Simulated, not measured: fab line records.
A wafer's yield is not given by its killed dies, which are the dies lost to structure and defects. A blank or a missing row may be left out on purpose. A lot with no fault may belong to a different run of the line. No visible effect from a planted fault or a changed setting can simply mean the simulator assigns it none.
The tool behind it: which one? / flow gf180mcu / 13 lots with 39 wafers sampled at 5 steps, on a route of 602 steps

WHAT THE GAUGES READ, wafer by wafer
GF_STI_THK_MEAS_22.
lot=L332; measured=day 2 10:39; on=film metro-02; STI_OXIDATION_01_THK (nm)=14.75 14.70 14.92
lot=L333; measured=day 2 15:13; on=film metro-04; STI_OXIDATION_01_THK (nm)=15.18 15.24 15.23
lot=L334; measured=day 2 18:39; on=film metro-02; STI_OXIDATION_01_THK (nm)=14.75 14.17 14.78
lot=L335; measured=day 2 23:38; on=film metro-04; STI_OXIDATION_01_THK (nm)=14.40 14.48 14.42
lot=L340; measured=day 4 02:24; on=film metro-01; STI_OXIDATION_01_THK (nm)=15.27 15.22 15.59
lot=L341; measured=day 4 07:02; on=film metro-02; STI_OXIDATION_01_THK (nm)=14.67 14.90 14.77
lot=L342; measured=day 4 11:28; on=film metro-02; STI_OXIDATION_01_THK (nm)=15.03 14.93 15.03
lot=L345; measured=day 5 02:51; on=film metro-01; STI_OXIDATION_01_THK (nm)=15.16 15.18 15.02
lot=L347; measured=day 5 14:08; on=film metro-02; STI_OXIDATION_01_THK (nm)=15.58 15.36 15.50
lot=L350; measured=day 6 08:32; on=film metro-02; STI_OXIDATION_01_THK (nm)=14.83 14.95 15.09
lot=L352; measured=day 6 15:28; on=film metro-02; STI_OXIDATION_01_THK (nm)=15.21 15.36 15.10
lot=L353; measured=day 6 19:52; on=film metro-01; STI_OXIDATION_01_THK (nm)=14.94 14.63 14.77
lot=L354; measured=day 7 05:01; on=film metro-02; STI_OXIDATION_01_THK (nm)=15.06 15.41 14.91

GF_VT_IMPLANT_OVL_MEAS_18.
lot=L332; measured=day 6 16:31; on=overlay-02; VT_IMPLANT_01_OVL (nm)=2.7 1.6 0.6
lot=L333; measured=day 6 19:33; on=overlay-02; VT_IMPLANT_01_OVL (nm)=-0.8 -0.2 -1.8
lot=L334; measured=day 7 04:07; on=overlay-01; VT_IMPLANT_01_OVL (nm)=1.0 0.6 0.4
lot=L335; measured=day 7 08:12; on=overlay-01; VT_IMPLANT_01_OVL (nm)=0.5 -0.6 0.0
lot=L340; measured=day 8 15:13; on=overlay-02; VT_IMPLANT_01_OVL (nm)=1.0 0.1 0.5
lot=L341; measured=day 8 21:06; on=overlay-02; VT_IMPLANT_01_OVL (nm)=1.2 0.8 2.1
lot=L342; measured=day 9 01:31; on=overlay-02; VT_IMPLANT_01_OVL (nm)=0.0 -0.2 1.0
lot=L345; measured=day 9 20:56; on=overlay-02; VT_IMPLANT_01_OVL (nm)=1.3 2.1 2.1
lot=L347; measured=day 10 11:01; on=overlay-02; VT_IMPLANT_01_OVL (nm)=1.1 1.9 1.0
lot=L350; measured=day 11 10:22; on=overlay-01; VT_IMPLANT_01_OVL (nm)=-1.6 -0.5 -1.5
lot=L352; measured=day 11 19:19; on=overlay-01; VT_IMPLANT_01_OVL (nm)=-1.9 -0.8 -3.0
lot=L353; measured=day 12 00:28; on=overlay-02; VT_IMPLANT_01_OVL (nm)=2.6 2.2 3.2
lot=L354; measured=day 12 10:37; on=overlay-01; VT_IMPLANT_01_OVL (nm)=0.6 -0.2 -0.4

GF_VT_IMPLANT_RS_MEAS_49: uses a four-point probe to measure.
lot=L332; measured=day 8 01:00; on=film metro-02; MVPSD_RS (ohm/sq)=1171.1 1167.7 1168.8
lot=L333; measured=day 8 05:04; on=film metro-03; MVPSD_RS (ohm/sq)=1169.4 1168.5 1170.6
lot=L334; measured=day 8 13:11; on=film metro-03; MVPSD_RS (ohm/sq)=1169.6 1168.3 1166.3
lot=L335; measured=day 8 17:22; on=film metro-01; MVPSD_RS (ohm/sq)=1172.8 1171.4 1173.0
lot=L340; measured=day 10 01:55; on=film metro-01; MVPSD_RS (ohm/sq)=1184.0 1185.6 1190.4
lot=L341; measured=day 10 08:09; on=film metro-02; MVPSD_RS (ohm/sq)=1189.6 1190.8 1189.8
lot=L342; measured=day 10 13:56; on=film metro-01; MVPSD_RS (ohm/sq)=1169.6 1169.2 1170.0
lot=L345; measured=day 11 09:38; on=film metro-02; MVPSD_RS (ohm/sq)=1168.3 1169.4 1167.4
lot=L347; measured=day 12 01:37; on=film metro-01; MVPSD_RS (ohm/sq)=1168.5 1165.8 1165.4
lot=L350; measured=day 13 02:43; on=film metro-03; MVPSD_RS (ohm/sq)=1170.5 1166.7 1167.2
lot=L352; measured=day 13 11:33; on=film metro-01; MVPSD_RS (ohm/sq)=1170.2 1170.8 1168.0
lot=L353; measured=day 13 17:19; on=film metro-02; MVPSD_RS (ohm/sq)=1169.1 1171.8 1168.4
lot=L354; measured=day 14 03:56; on=film metro-03; MVPSD_RS (ohm/sq)=1173.5 1175.1 1173.5

TOOL THAT RAN EACH LOT (tool first, then ch and the chambers of the sampled wafers, then the start)
lot=L332; GF_NWELL_STRIP_10=plasma asher-02 ch 0,1, day 3 16:07; GF_MVPSD_IMPLANT_09=implanter-02 ch 0, day 5 10:45
lot=L333; GF_NWELL_STRIP_10=plasma asher-04 ch 0,1, day 3 19:38; GF_MVPSD_IMPLANT_09=implanter-04 ch 0, day 5 13:38
lot=L334; GF_NWELL_STRIP_10=plasma asher-01 ch 0,1, day 4 00:06; GF_MVPSD_IMPLANT_09=implanter-01 ch 0, day 5 22:25
lot=L335; GF_NWELL_STRIP_10=plasma asher-01 ch 0,1, day 4 05:14; GF_MVPSD_IMPLANT_09=implanter-04 ch 0, day 6 01:17
lot=L340; GF_NWELL_STRIP_10=plasma asher-04 ch 0,1, day 5 10:09; GF_MVPSD_IMPLANT_09=implanter-04 ch 0, day 7 07:32
lot=L341; GF_NWELL_STRIP_10=plasma asher-04 ch 0,1, day 5 14:06; GF_MVPSD_IMPLANT_09=implanter-04 ch 0, day 7 11:46
lot=L342; GF_NWELL_STRIP_10=plasma asher-04 ch 1, day 5 18:26; GF_MVPSD_IMPLANT_09=implanter-02 ch 0, day 7 16:23
lot=L345; GF_NWELL_STRIP_10=plasma asher-01 ch 0,1, day 6 10:11; GF_MVPSD_IMPLANT_09=implanter-02 ch 0, day 8 10:26
lot=L347; GF_NWELL_STRIP_10=plasma asher-01 ch 0,1, day 6 23:00; GF_MVPSD_IMPLANT_09=implanter-01 ch 0, day 9 00:21
lot=L350; GF_NWELL_STRIP_10=plasma asher-01 ch 0,1, day 7 18:20; GF_MVPSD_IMPLANT_09=implanter-02 ch 0, day 9 21:44
lot=L352; GF_NWELL_STRIP_10=plasma asher-02 ch 0,1, day 8 02:54; GF_MVPSD_IMPLANT_09=implanter-02 ch 0, day 10 06:25
lot=L353; GF_NWELL_STRIP_10=plasma asher-01 ch 0,1, day 8 07:15; GF_MVPSD_IMPLANT_09=implanter-01 ch 0, day 10 10:43
lot=L354; GF_NWELL_STRIP_10=plasma asher-02 ch 0,1, day 8 15:50; GF_MVPSD_IMPLANT_09=implanter-01 ch 0, day 10 20:40
- GF_NWELL_STRIP_10: strips in O2/N2.
- GF_MVPSD_IMPLANT_09

AS READ BY THE TOOLS THEMSELVES (means over the sampled wafers that have a number; for cases with no such wafer, the mark the record gives instead)
GF_NWELL_STRIP_10.
lot=L332; tool=plasma asher-02; drypump motor current A (A)=5.5; heater power w (W)=361; oes product au (a.u.)=0.724; strip time to endpoint s (s)=37.04
lot=L333; tool=plasma asher-04; drypump motor current A (A)=6.0; heater power w (W)=310; oes product au (a.u.)=0.723; strip time to endpoint s (s)=37.06
lot=L334; tool=plasma asher-01; drypump motor current A (A)=5.7; heater power w (W)=384; oes product au (a.u.)=0.724; strip time to endpoint s (s)=36.95
lot=L335; tool=plasma asher-01; drypump motor current A (A)=5.7; heater power w (W)=332; oes product au (a.u.)=0.726; strip time to endpoint s (s)=36.98
lot=L340; tool=plasma asher-04; drypump motor current A (A)=5.9; heater power w (W)=314; oes product au (a.u.)=0.721; strip time to endpoint s (s)=37.16
lot=L341; tool=plasma asher-04; drypump motor current A (A)=5.4; heater power w (W)=319; oes product au (a.u.)=0.725; strip time to endpoint s (s)=37.07
lot=L342; tool=plasma asher-04; drypump motor current A (A)=4.9; heater power w (W)=322; oes product au (a.u.)=0.726; strip time to endpoint s (s)=37.12
lot=L345; tool=plasma asher-01; drypump motor current A (A)=5.7; heater power w (W)=382; oes product au (a.u.)=0.722; strip time to endpoint s (s)=36.92
lot=L347; tool=plasma asher-01; drypump motor current A (A)=5.7; heater power w (W)=385; oes product au (a.u.)=0.723; strip time to endpoint s (s)=37.17
lot=L350; tool=plasma asher-01; drypump motor current A (A)=5.7; heater power w (W)=328; oes product au (a.u.)=0.724; strip time to endpoint s (s)=37.05
lot=L352; tool=plasma asher-02; drypump motor current A (A)=5.5; heater power w (W)=376; oes product au (a.u.)=0.721; strip time to endpoint s (s)=36.93
lot=L353; tool=plasma asher-01; drypump motor current A (A)=5.7; heater power w (W)=327; oes product au (a.u.)=0.719; strip time to endpoint s (s)=36.99
lot=L354; tool=plasma asher-02; drypump motor current A (A)=5.5; heater power w (W)=348; oes product au (a.u.)=0.723; strip time to endpoint s (s)=37.11

GF_MVPSD_IMPLANT_09.
lot=L332; tool=implanter-02; beam energy keV=39.994; dose ions cm2=5.000e+12; faraday current uA=28.5
lot=L333; tool=implanter-04; beam energy keV=39.999; dose ions cm2=5.003e+12; faraday current uA=28.2
lot=L334; tool=implanter-01; beam energy keV=39.998; dose ions cm2=4.996e+12; faraday current uA=28.8
lot=L335; tool=implanter-04; beam energy keV=40.019; dose ions cm2=4.997e+12; faraday current uA=28.6
lot=L340; tool=implanter-04; beam energy keV=40.003; dose ions cm2=4.527e+12; faraday current uA=25.4
lot=L341; tool=implanter-04; beam energy keV=40.001; dose ions cm2=4.523e+12; faraday current uA=25.7
lot=L342; tool=implanter-02; beam energy keV=39.991; dose ions cm2=4.998e+12; faraday current uA=27.6
lot=L345; tool=implanter-02; beam energy keV=40.008; dose ions cm2=5.006e+12; faraday current uA=28.3
lot=L347; tool=implanter-01; beam energy keV=40.005; dose ions cm2=4.998e+12; faraday current uA=27.7
lot=L350; tool=implanter-02; beam energy keV=39.991; dose ions cm2=4.994e+12; faraday current uA=28.3
lot=L352; tool=implanter-02; beam energy keV=39.995; dose ions cm2=5.002e+12; faraday current uA=28.4
lot=L353; tool=implanter-01; beam energy keV=39.996; dose ions cm2=4.995e+12; faraday current uA=28.5
lot=L354; tool=implanter-01; beam energy keV=40.002; dose ions cm2=4.996e+12; faraday current uA=27.8

THE ANSWER, worked out from the rows above alone
Rule: the usual values come from the lots themselves. The widest of any qualifying gaps counts: lots, ordered by their means at a reading, are off when they make up no more than a third of the lots, leave a main group of 4 or more, and stand apart from it by 3 or more times the standard deviation of that group's means. If all means in a main group match to the digits the tables above print for the reading, that group is not used. Also off: a lot with no number at a reading for which 4 or more lots have one. Where the step has rows for the other lots, those lots are counted as sound. Order of review: gauges by route order, followed by the tools' own readings, for which a lot's mean as printed above is used. At the first step where some lot is off, the reading lying furthest off is the one used; lots without a number count as furthest.
Off: L340, L341, at GF_VT_IMPLANT_RS_MEAS_49 (MVPSD_RS). The main group: mean 1169.6 ohm/sq, standard deviation 2.
If a tool, at a process step before that reading, ran all the lots that are off and no sound lot after the first of them, it fits. Not tried: the gauges at GF_VT_IMPLANT_RS_MEAS_49; whatever is off there is also off at GF_MVPSD_IMPLANT_09, on other tools, and gauge error can't account for it. One candidate fits, namely implanter-04 at GF_MVPSD_IMPLANT_09. Its last sound lot is L335 (day 6 01:17), its first lot that is off L340 (day 7 07:32): a fault that began between those two fits.
The tool's own readings at GF_MVPSD_IMPLANT_09 bear it out: on the lots that are off they differ by more than 5 times the standard deviation of the sound lots' means. dose ions cm2 reads 4.525e+12 there against 4.999e+12 on the sound lots; faraday current uA reads 25.5 there against 28.2 on the sound lots.

WHAT THE SIMULATOR HAD INSERTED
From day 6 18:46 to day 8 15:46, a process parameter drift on implanter-04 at GF_MVPSD_IMPLANT_09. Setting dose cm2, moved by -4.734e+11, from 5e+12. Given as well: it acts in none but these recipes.
Struck lots among those shown: L340, L341. This agrees with what the rule above found.
